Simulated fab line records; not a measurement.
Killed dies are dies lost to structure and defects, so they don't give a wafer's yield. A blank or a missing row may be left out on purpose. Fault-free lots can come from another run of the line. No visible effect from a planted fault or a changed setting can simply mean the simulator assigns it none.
Which tool is to blame? || flow sky130 || 13 lots, 39 wafers sampled, at 5 steps of a route of 708

== WHAT THE GAUGES READ, wafer by wafer ==
SKY_FIELD_ISO_THK_MEAS_04. Usual: FIELD_ISO_CVD_03_THK gives 164.6 nm (standard deviation 1.4).
{"lot": "L433", "measured": "day 1 14:08", "on": "filmMetro-01", "FIELD_ISO_CVD_03_THK (nm)": "166.1 165.3 165.1", "flag": ""}
{"lot": "L434", "measured": "day 1 18:40", "on": "filmMetro-04", "FIELD_ISO_CVD_03_THK (nm)": "161.4 162.8 162.4", "flag": ""}
{"lot": "L435", "measured": "day 1 23:57", "on": "filmMetro-03", "FIELD_ISO_CVD_03_THK (nm)": "162.5 162.1 163.9", "flag": ""}
{"lot": "L436", "measured": "day 2 05:40", "on": "filmMetro-04", "FIELD_ISO_CVD_03_THK (nm)": "165.9 165.6 165.6", "flag": ""}
{"lot": "L437", "measured": "day 2 12:39", "on": "filmMetro-01", "FIELD_ISO_CVD_03_THK (nm)": "165.6 163.7 164.0", "flag": ""}
{"lot": "L440", "measured": "day 3 01:26", "on": "filmMetro-03", "FIELD_ISO_CVD_03_THK (nm)": "164.8 164.4 165.4", "flag": ""}
{"lot": "L441", "measured": "day 3 05:38", "on": "filmMetro-04", "FIELD_ISO_CVD_03_THK (nm)": "163.7 163.2 162.7", "flag": ""}
{"lot": "L451", "measured": "day 8 19:36", "on": "filmMetro-03", "FIELD_ISO_CVD_03_THK (nm)": "162.2 162.1 163.5", "flag": ""}
{"lot": "L452", "measured": "day 8 19:36", "on": "filmMetro-01", "FIELD_ISO_CVD_03_THK (nm)": "167.1 166.0 167.2", "flag": ""}
{"lot": "L453", "measured": "day 8 19:36", "on": "filmMetro-04", "FIELD_ISO_CVD_03_THK (nm)": "164.0 163.4 164.7", "flag": ""}
{"lot": "L454", "measured": "day 8 19:40", "on": "filmMetro-03", "FIELD_ISO_CVD_03_THK (nm)": "166.5 167.2 167.0", "flag": ""}
{"lot": "L455", "measured": "day 8 19:40", "on": "filmMetro-01", "FIELD_ISO_CVD_03_THK (nm)": "167.3 165.3 166.0", "flag": ""}
{"lot": "L456", "measured": "day 8 19:40", "on": "filmMetro-04", "FIELD_ISO_CVD_03_THK (nm)": "163.7 166.2 166.3", "flag": ""}

SKY_SONOS_ONO_THK_MEAS_03. Usual: SONOS_ONO_CVD_02_THK gives 10.53 nm (standard deviation 0.12).
{"lot": "L433", "measured": "day 9 13:25", "on": "filmMetro-03", "SONOS_ONO_CVD_02_THK (nm)": "10.57 10.54 10.52", "flag": ""}
{"lot": "L434", "measured": "day 9 21:01", "on": "filmMetro-03", "SONOS_ONO_CVD_02_THK (nm)": "10.58 10.45 10.42", "flag": ""}
{"lot": "L435", "measured": "day 10 05:12", "on": "filmMetro-01", "SONOS_ONO_CVD_02_THK (nm)": "10.60 10.66 10.52", "flag": ""}
{"lot": "L436", "measured": "day 10 12:09", "on": "filmMetro-03", "SONOS_ONO_CVD_02_THK (nm)": "10.63 10.58 10.51", "flag": ""}
{"lot": "L437", "measured": "day 10 12:10", "on": "filmMetro-04", "SONOS_ONO_CVD_02_THK (nm)": "10.62 10.53 10.43", "flag": ""}
{"lot": "L440", "measured": "day 11 10:25", "on": "filmMetro-03", "SONOS_ONO_CVD_02_THK (nm)": "10.46 10.36 10.41", "flag": ""}
{"lot": "L441", "measured": "day 11 18:24", "on": "filmMetro-04", "SONOS_ONO_CVD_02_THK (nm)": "11.37 11.55 11.41", "flag": "OFF"}
{"lot": "L451", "measured": "day 22 20:42", "on": "filmMetro-01", "SONOS_ONO_CVD_02_THK (nm)": "10.47 10.53 10.47", "flag": ""}
{"lot": "L452", "measured": "day 22 20:42", "on": "filmMetro-04", "SONOS_ONO_CVD_02_THK (nm)": "10.60 10.53 10.73", "flag": ""}
{"lot": "L453", "measured": "day 22 19:39", "on": "filmMetro-03", "SONOS_ONO_CVD_02_THK (nm)": "10.56 10.64 10.52", "flag": ""}
{"lot": "L454", "measured": "day 22 21:45", "on": "filmMetro-03", "SONOS_ONO_CVD_02_THK (nm)": "10.42 10.29 10.52", "flag": ""}
{"lot": "L455", "measured": "day 22 21:45", "on": "filmMetro-01", "SONOS_ONO_CVD_02_THK (nm)": "10.43 10.33 10.30", "flag": ""}
{"lot": "L456", "measured": "day 22 21:45", "on": "filmMetro-04", "SONOS_ONO_CVD_02_THK (nm)": "10.56 10.51 10.57", "flag": ""}

SKY_LDD_LDN_TW_MEAS_13. Usual: LDD_LDN_TW gives 1477 (standard deviation 14).
{"lot": "L433", "measured": "day 20 00:13", "on": "filmMetro-01", "LDD_LDN_TW": "1466 1465 1457", "flag": ""}
{"lot": "L434", "measured": "day 20 01:08", "on": "filmMetro-03", "LDD_LDN_TW": "1494 1493 1488", "flag": ""}
{"lot": "L435", "measured": "day 20 13:28", "on": "filmMetro-04", "LDD_LDN_TW": "1468 1462 1469", "flag": ""}
{"lot": "L436", "measured": "day 20 20:28", "on": "filmMetro-04", "LDD_LDN_TW": "1460 1466 1469", "flag": ""}
{"lot": "L437", "measured": "day 21 09:48", "on": "filmMetro-04", "LDD_LDN_TW": "1470 1472 1470", "flag": ""}
{"lot": "L440", "measured": "day 22 13:11", "on": "filmMetro-03", "LDD_LDN_TW": "1492 1495 1491", "flag": ""}
{"lot": "L441", "measured": "day 23 00:59", "on": "filmMetro-03", "LDD_LDN_TW": "1486 1485 1493", "flag": ""}
{"lot": "L451", "measured": "day 33 22:36", "on": "filmMetro-03", "LDD_LDN_TW": "1484 1488 1486", "flag": ""}
{"lot": "L452", "measured": "day 34 00:27", "on": "filmMetro-04", "LDD_LDN_TW": "1459 1460 1468", "flag": ""}
{"lot": "L453", "measured": "day 33 19:08", "on": "filmMetro-01", "LDD_LDN_TW": "1476 1466 1469", "flag": ""}
{"lot": "L454", "measured": "day 34 01:59", "on": "filmMetro-03", "LDD_LDN_TW": "1485 1477 1477", "flag": ""}
{"lot": "L455", "measured": "day 34 02:00", "on": "filmMetro-04", "LDD_LDN_TW": "1463 1465 1467", "flag": ""}
{"lot": "L456", "measured": "day 34 02:54", "on": "filmMetro-03", "LDD_LDN_TW": "1479 1482 1477", "flag": ""}

SKY_LI_CONTACT_CD_MEAS_12: the cd target is 170 nm. Usual: 169.8 nm for cdNm, sd 1.3.
{"lot": "L433", "measured": "day 26 20:55", "on": "cdSem-02", "cdNm (nm)": "167.7 169.0 167.7", "flag": ""}
{"lot": "L434", "measured": "day 26 21:34", "on": "cdSem-02", "cdNm (nm)": "170.5 169.3 170.0", "flag": ""}
{"lot": "L435", "measured": "day 26 21:55", "on": "cdSem-01", "cdNm (nm)": "171.2 169.1 170.6", "flag": ""}
{"lot": "L436", "measured": "day 26 23:47", "on": "cdSem-01", "cdNm (nm)": "169.7 171.7 171.6", "flag": ""}
{"lot": "L437", "measured": "day 27 15:17", "on": "cdSem-01", "cdNm (nm)": "170.3 170.7 171.2", "flag": ""}
{"lot": "L440", "measured": "day 28 15:08", "on": "cdSem-02", "cdNm (nm)": "168.6 169.8 169.0", "flag": ""}
{"lot": "L441", "measured": "day 29 00:18", "on": "cdSem-02", "cdNm (nm)": "167.6 170.6 169.7", "flag": ""}
{"lot": "L451", "measured": "day 39 16:04", "on": "cdSem-02", "cdNm (nm)": "171.7 171.5 170.6", "flag": ""}
{"lot": "L452", "measured": "day 39 17:49", "on": "cdSem-01", "cdNm (nm)": "169.5 169.3 168.4", "flag": ""}
{"lot": "L453", "measured": "day 39 11:53", "on": "cdSem-01", "cdNm (nm)": "169.3 168.8 170.5", "flag": ""}
{"lot": "L454", "measured": "day 39 18:28", "on": "cdSem-01", "cdNm (nm)": "168.5 169.7 170.1", "flag": ""}
{"lot": "L455", "measured": "day 39 19:28", "on": "cdSem-02", "cdNm (nm)": "170.4 169.3 169.8", "flag": ""}
{"lot": "L456", "measured": "day 39 21:29", "on": "cdSem-02", "cdNm (nm)": "171.1 172.2 171.3", "flag": ""}

== WHAT TOOL EACH LOT RAN ON (gives the tool, then ch and the chambers of the sampled wafers, and finally the start) ==
{"lot": "L433", "SKY_SONOS_ONO_CVD_02": "lpcvd-02 ch 1, day 9 12:22"}
{"lot": "L434", "SKY_SONOS_ONO_CVD_02": "lpcvd-02 ch 1, day 9 19:58"}
{"lot": "L435", "SKY_SONOS_ONO_CVD_02": "lpcvd-02 ch 0, day 10 04:09"}
{"lot": "L436", "SKY_SONOS_ONO_CVD_02": "lpcvd-02 ch 0, day 10 11:06"}
{"lot": "L437", "SKY_SONOS_ONO_CVD_02": "lpcvd-02 ch 1, day 10 11:06"}
{"lot": "L440", "SKY_SONOS_ONO_CVD_02": "lpcvd-02 ch 1, day 11 09:22"}
{"lot": "L441", "SKY_SONOS_ONO_CVD_02": "lpcvd-02 ch 1, day 11 17:20"}
{"lot": "L451", "SKY_SONOS_ONO_CVD_02": "lpcvd-02 ch 0, day 22 19:38"}
{"lot": "L452", "SKY_SONOS_ONO_CVD_02": "lpcvd-02 ch 0, day 22 19:38"}
{"lot": "L453", "SKY_SONOS_ONO_CVD_02": "lpcvd-02 ch 0, day 22 18:35"}
{"lot": "L454", "SKY_SONOS_ONO_CVD_02": "lpcvd-02 ch 1, day 22 20:41"}
{"lot": "L455", "SKY_SONOS_ONO_CVD_02": "lpcvd-02 ch 0, day 22 20:41"}
{"lot": "L456", "SKY_SONOS_ONO_CVD_02": "lpcvd-02 ch 0, day 22 20:41"}
- SKY_SONOS_ONO_CVD_02: deposits Si3N4 from DCS/NH3, target thk 10.5 nm, time 180 s.

== AS READ BY THE TOOLS THEMSELVES (means over the sampled wafers that have a number; for cases with no such wafer, the mark the record gives instead) ==
SKY_SONOS_ONO_CVD_02. Usual: pressureMtorr 250.0 mTorr, standard deviation 0.5; zonePowerUpperPct 13.30 %, standard deviation 0.15.
{"lot": "L433", "tool": "lpcvd-02", "pressureMtorr (mTorr)": 250.2, "zonePowerUpperPct (%)": 13.16, "flag": ""}
{"lot": "L434", "tool": "lpcvd-02", "pressureMtorr (mTorr)": 249.8, "zonePowerUpperPct (%)": 13.19, "flag": ""}
{"lot": "L435", "tool": "lpcvd-02", "pressureMtorr (mTorr)": 249.8, "zonePowerUpperPct (%)": 13.47, "flag": ""}
{"lot": "L436", "tool": "lpcvd-02", "pressureMtorr (mTorr)": 250.1, "zonePowerUpperPct (%)": 13.31, "flag": ""}
{"lot": "L437", "tool": "lpcvd-02", "pressureMtorr (mTorr)": 249.4, "zonePowerUpperPct (%)": 13.21, "flag": ""}
{"lot": "L440", "tool": "lpcvd-02", "pressureMtorr (mTorr)": 250.7, "zonePowerUpperPct (%)": 13.20, "flag": ""}
{"lot": "L441", "tool": "lpcvd-02", "pressureMtorr (mTorr)": 249.7, "zonePowerUpperPct (%)": 13.26, "flag": ""}
{"lot": "L451", "tool": "lpcvd-02", "pressureMtorr (mTorr)": 249.5, "zonePowerUpperPct (%)": 13.21, "flag": ""}
{"lot": "L452", "tool": "lpcvd-02", "pressureMtorr (mTorr)": 249.5, "zonePowerUpperPct (%)": 13.37, "flag": ""}
{"lot": "L453", "tool": "lpcvd-02", "pressureMtorr (mTorr)": 249.9, "zonePowerUpperPct (%)": 13.36, "flag": ""}
{"lot": "L454", "tool": "lpcvd-02", "pressureMtorr (mTorr)": 250.7, "zonePowerUpperPct (%)": 13.26, "flag": ""}
{"lot": "L455", "tool": "lpcvd-02", "pressureMtorr (mTorr)": 250.1, "zonePowerUpperPct (%)": 13.39, "flag": ""}
{"lot": "L456", "tool": "lpcvd-02", "pressureMtorr (mTorr)": 250.5, "zonePowerUpperPct (%)": 13.28, "flag": ""}

== THE ANSWER, worked out from the rows above alone ==
Rule: a lot counts as off when the mean over its wafers that have a number is more than 3 standard deviations away from the usual mean. Also off: a lot with no number at a reading for which 4 or more lots have one. Any other lot the step has rows for is counted as sound. First the gauges in route order, then the tools' own readings, where a lot's mean is used as printed above. The first step at which some lot is off is used, and at that step the reading that is off furthest; a lot without a number counts as furthest.
Off: L441, at SKY_SONOS_ONO_THK_MEAS_03 (SONOS_ONO_CVD_02_THK).
If a tool, at a process step before that reading, ran all the lots that are off and no sound lot after the first of them, it fits. The gauges at SKY_SONOS_ONO_THK_MEAS_03 are tried like those tools. None of those tried fits.

== WHAT THE SIMULATOR PUT IN ==
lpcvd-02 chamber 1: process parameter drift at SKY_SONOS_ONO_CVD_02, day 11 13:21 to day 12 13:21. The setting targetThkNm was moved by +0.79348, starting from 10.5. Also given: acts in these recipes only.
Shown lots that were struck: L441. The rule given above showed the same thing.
